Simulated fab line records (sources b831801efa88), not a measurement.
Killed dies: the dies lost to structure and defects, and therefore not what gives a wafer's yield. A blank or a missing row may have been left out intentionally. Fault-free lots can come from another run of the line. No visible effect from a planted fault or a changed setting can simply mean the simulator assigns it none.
Problem report in the 8D (eight disciplines) form, filled by code :: flow sfq-line :: the parts of the form that need people (team, actions taken, sign-off) are left out

## 1. PROBLEM STATEMENT
Wafers without a fault read 60.00 rpm, standard deviation 0.042; platen-rpm at SFQ_TRILAYER_I1_CMP_CMP_046 reads a mean of 65.99 rpm on 6 wafers belonging to 2 lots. That is +99 or more standard deviations from the usual mean.
The step: polishes SiO2.
First seen on wafer L537.1, day 30 14:10, on cmp-02. At this step, 42 wafers from 14 lots have a number in the record. Rule for "out", or "out of limits": more than 4 standard deviations from the usual mean. The other wafers with a number count as sound.

## 2. WHAT THIS IS AND IS NOT
question: which readings at this step
is: platen-rpm
is not: motor-current-A, retaining-ring-pressure-frac

question: which lots
is: L537, L538
is not: L524, L525, L526, L527, L528, L529, L531, L533, L541, L543, L545, L546

question: which wafers of those lots
is: all that have a number
is not: -

question: read on which tools
is: cmp-02
is not: cmp-01

question: when
is: from day 30 14:10
is not: up to then (24 sound wafers); but 12 sound wafers of L541, L543, L545, L546 came after

## 3. WHAT RULES OUT EACH SUSPECT
Counting: a tool at any process step up to the reading remains a suspect when it ran all the lots that are out and ran no sound lot after the first of those.
- cmp-02 at SFQ_TRILAYER_I1_CMP_CMP_046 (polishes SiO2): ruled out as a lasting fault. Following L537 (day 30 14:10), the first lot on it that is out, the sound lots L546 were run on it.
Left after counting: nothing in the record.

## 4. THE CAUSE (what the simulator had put in)
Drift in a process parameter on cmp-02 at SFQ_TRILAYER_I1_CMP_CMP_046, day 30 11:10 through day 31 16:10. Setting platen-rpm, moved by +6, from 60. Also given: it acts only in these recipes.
Counting ruled it out, wrongly.

## 5. SEQUENCE OF EFFECTS, ordered by route
Each row: a reading whose mean over the struck wafers that have a number lies more than 3 standard deviations from the usual. Scope: only readings with a usual standard deviation given in the record; hours: median across lots of the time from each lot's start at the first step in this table that gives one to its start at this step; sigmas: change in usual standard deviations.
hours: 0
step: SFQ_TRILAYER_I1_CMP_CMP_046
reading: platen-rpm
usual: 60.00 rpm
on struck wafers: 65.99
change: +5.99
sigmas: +99 or more
It contains these process steps:
- SFQ_TRILAYER_I1_CMP_CMP_046: polishes SiO2.

## 6. HOW IT WOULD HAVE BEEN CAUGHT EARLIER
The fault began at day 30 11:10; the first out-of-limits reading in this record came at day 30 14:10, 3 hours later.
